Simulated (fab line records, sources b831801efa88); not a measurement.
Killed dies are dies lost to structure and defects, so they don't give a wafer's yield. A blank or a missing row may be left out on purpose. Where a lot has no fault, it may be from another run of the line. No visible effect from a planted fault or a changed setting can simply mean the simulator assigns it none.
Which tool was responsible? | flow sky130 | 13 lots with 39 wafers sampled at 4 steps, on a route of 708 steps

== WHAT THE GAUGES SHOWED, per wafer ==
SKY_PWDE_OVL_MEAS_07.
lot  | measured    | on         | PWDE_OVL (nm)
L350 | day 4 18:43 | overlay-02 | 1.3 -2.1 -1.0
L351 | day 5 01:30 | overlay-02 | 2.0 3.7 2.8
L353 | day 5 08:02 | overlay-02 | 1.2 2.5 0.5
L354 | day 5 16:02 | overlay-01 | 3.3 3.4 3.5
L355 | day 5 23:00 | overlay-01 | 2.3 0.9 4.0
L356 | day 6 02:49 | overlay-01 | 1.4 3.3 1.7
L357 | day 6 07:11 | overlay-02 | 0.3 0.0 2.1
L358 | day 6 14:25 | overlay-01 | 2.5 0.9 -0.6
L363 | day 7 20:26 | overlay-01 | 0.2 2.1 1.2
L364 | day 8 00:49 | overlay-02 | -1.4 1.4 -2.6
L365 | day 8 02:28 | overlay-02 | 2.7 2.4 0.4
L366 | day 8 08:43 | overlay-02 | 0.0 -0.9 -0.8
L370 | day 9 05:42 | overlay-02 | -0.4 1.2 1.1

SKY_SONOS_ONO_THK_MEAS_01.
lot  | measured     | on           | SONOS_ONO_OXIDATION_THK (nm)
L350 | day 12 18:59 | filmMetro-04 | 2.64 2.57 2.63
L351 | day 13 07:19 | filmMetro-03 | 2.65 2.61 2.62
L353 | day 13 18:22 | filmMetro-04 | 2.57 2.56 2.67
L354 | day 14 05:03 | filmMetro-04 | 2.60 2.64 2.52
L355 | day 14 12:19 | filmMetro-04 | 2.51 2.47 2.44
L356 | day 14 17:39 | filmMetro-04 | 2.57 2.63 2.58
L357 | day 14 23:11 | filmMetro-03 | 2.64 2.67 2.68
L358 | day 15 10:17 | filmMetro-03 | 2.66 2.70 2.64
L363 | day 17 04:40 | filmMetro-02 | 2.62 2.62 2.67
L364 | day 17 09:38 | filmMetro-04 | 2.64 2.61 2.63
L365 | day 17 12:44 | filmMetro-04 | 2.50 2.50 2.59
L366 | day 18 00:02 | filmMetro-03 | 2.49 2.44 2.55
L370 | day 19 04:31 | filmMetro-02 | 2.52 2.61 2.51

== EACH LOT AND THE TOOL THAT RAN IT (in order: tool; ch and the chambers of the sampled wafers; start) ==
lot  | SKY_FIELD_ISO_ETCH_14            | SKY_VT_ADJUST_NCORE_DEHYDRATE_00
L350 | rieDiel-04 ch 0,1, day 2 23:37   | lithoTrack-02 ch 0, day 9 07:07
L351 | rieDiel-01 ch 2,3, day 3 03:02   | lithoTrack-02 ch 0, day 9 16:10
L353 | rieDiel-03 ch 0,3, day 3 12:23   | lithoTrack-03 ch 0, day 10 01:43
L354 | rieDiel-04 ch 1,3, day 3 17:22   | lithoTrack-01 ch 0, day 10 09:54
L355 | rieDiel-01 ch 0,2,3, day 3 23:40 | lithoTrack-02 ch 0, day 10 17:34
L356 | rieDiel-03 ch 0,1,2, day 4 06:59 | lithoTrack-02 ch 0, day 10 23:20
L357 | rieDiel-04 ch 0,3, day 4 10:11   | lithoTrack-03 ch 0, day 11 03:59
L358 | rieDiel-04 ch 1,2,3, day 4 15:22 | lithoTrack-03 ch 0, day 11 12:04
L363 | rieDiel-03 ch 0,2,3, day 5 18:32 | lithoTrack-02 ch 0, day 13 03:20
L364 | rieDiel-01 ch 0,1, day 5 23:53   | lithoTrack-02 ch 0, day 13 06:58
L365 | rieDiel-01 ch 1,2, day 6 04:02   | lithoTrack-03 ch 0, day 13 10:01
L366 | rieDiel-04 ch 1,3, day 6 07:37   | lithoTrack-02 ch 0, day 13 17:16
L370 | rieDiel-01 ch 0,3, day 7 04:22   | lithoTrack-03 ch 0, day 14 18:50
- SKY_FIELD_ISO_ETCH_14: etches BARC in N2/H2, stops on SiO2, time 45.9 s, target depth 60 nm.
- SKY_VT_ADJUST_NCORE_DEHYDRATE_00: time 60 s.

== AS READ BY THE TOOLS THEMSELVES (means over the sampled wafers that have a number; for cases with no such wafer, the mark the record gives instead) ==
SKY_FIELD_ISO_ETCH_14.
lot  | tool       | drypumpMotorCurrentA (A) | oesProductAu (a.u.) | throttleValvePct (%)
L350 | rieDiel-04 | 6.1                      | 0.850               | 13.225
L351 | rieDiel-01 | 5.1                      | 0.854               | 13.225
L353 | rieDiel-03 | 5.3                      | 0.858               | 13.222
L354 | rieDiel-04 | 6.2                      | 0.858               | 13.232
L355 | rieDiel-01 | 5.3                      | 0.852               | 13.227
L356 | rieDiel-03 | 5.7                      | 0.854               | 13.235
L357 | rieDiel-04 | 6.3                      | 0.855               | 13.223
L358 | rieDiel-04 | 5.7                      | 0.863               | 13.226
L363 | rieDiel-03 | 5.6                      | 0.854               | 13.222
L364 | rieDiel-01 | 6.2                      | 0.854               | 13.217
L365 | rieDiel-01 | 6.0                      | 0.855               | 13.221
L366 | rieDiel-04 | 6.0                      | 0.855               | 13.226
L370 | rieDiel-01 | 5.5                      | 0.859               | 13.225

SKY_VT_ADJUST_NCORE_DEHYDRATE_00.
lot  | tool          | exhaustPa (Pa) | heaterPowerTotalW (W) | resistLineTempC (C) | runLengthS (s)
L350 | lithoTrack-02 | 44.2           | 160.31                | 23.18               | 89.22
L351 | lithoTrack-02 | 46.2           | 160.35                | 23.08               | 89.41
L353 | lithoTrack-03 | 45.0           | 160.37                | 23.03               | 89.39
L354 | lithoTrack-01 | 44.1           | 160.42                | 23.15               | 89.22
L355 | lithoTrack-02 | 45.0           | 160.35                | 22.83               | 89.25
L356 | lithoTrack-02 | 46.7           | 160.29                | 22.99               | 89.34
L357 | lithoTrack-03 | 45.7           | 160.39                | 23.14               | 89.35
L358 | lithoTrack-03 | 44.4           | 160.34                | 23.02               | 89.31
L363 | lithoTrack-02 | 43.4           | 163.14                | 22.86               | 86.66
L364 | lithoTrack-02 | 44.3           | 162.99                | 23.00               | 86.60
L365 | lithoTrack-03 | 44.6           | 160.39                | 23.12               | 89.31
L366 | lithoTrack-02 | 44.9           | 163.07                | 22.99               | 86.62
L370 | lithoTrack-03 | 44.4           | 160.48                | 23.01               | 89.34

== THE ANSWER, worked out from the rows above alone ==
Rule: usual is defined by the lots themselves. Put in order of their means at a reading, lots are off if they are a third of the lots or fewer, leave a main group of 4 or more, and stand apart from it by a gap of 3 or more times the standard deviation of the main group's means; of several such gaps the widest counts. The tables above print the reading to a certain number of digits; a main group whose means all agree to those digits is not used. A lot without any number at a reading at which 4 lots or more have one is off too. Any other lot the step has rows for is counted as sound. After the gauges, taken in route order, come the tools' own readings; for these a lot's mean is taken, as printed above. The first step at which some lot is off is used, and at that step the reading that is off furthest; a lot without a number counts as furthest.
Off: L363, L364, L366, at SKY_VT_ADJUST_NCORE_DEHYDRATE_00 (heaterPowerTotalW). Main group: mean 160.37 W, sd 0.052.
A tool fits if, at that step or a process step before it, it ran every lot that is off, and no sound lot after the first of them. One fits: lithoTrack-02 at SKY_VT_ADJUST_NCORE_DEHYDRATE_00. Its last sound lot is L356 (day 10 23:20), its first lot that is off L363 (day 13 03:20): a fault that began between those two fits.
The tool's own readings at SKY_VT_ADJUST_NCORE_DEHYDRATE_00 bear it out: on the lots that are off they differ by more than 5 times the standard deviation of the sound lots' means. heaterPowerTotalW reads 163.07 W there against 160.37 W on the sound lots; runLengthS reads 86.63 s there against 89.31 s on the sound lots.

== WHAT THE SIMULATOR HAD INSERTED ==
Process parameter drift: lithoTrack-02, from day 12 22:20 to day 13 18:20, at SKY_VT_ADJUST_NCORE_DEHYDRATE_00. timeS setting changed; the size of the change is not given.
Shown lots that were struck: L363, L364, L366. The rule given above showed the same thing.
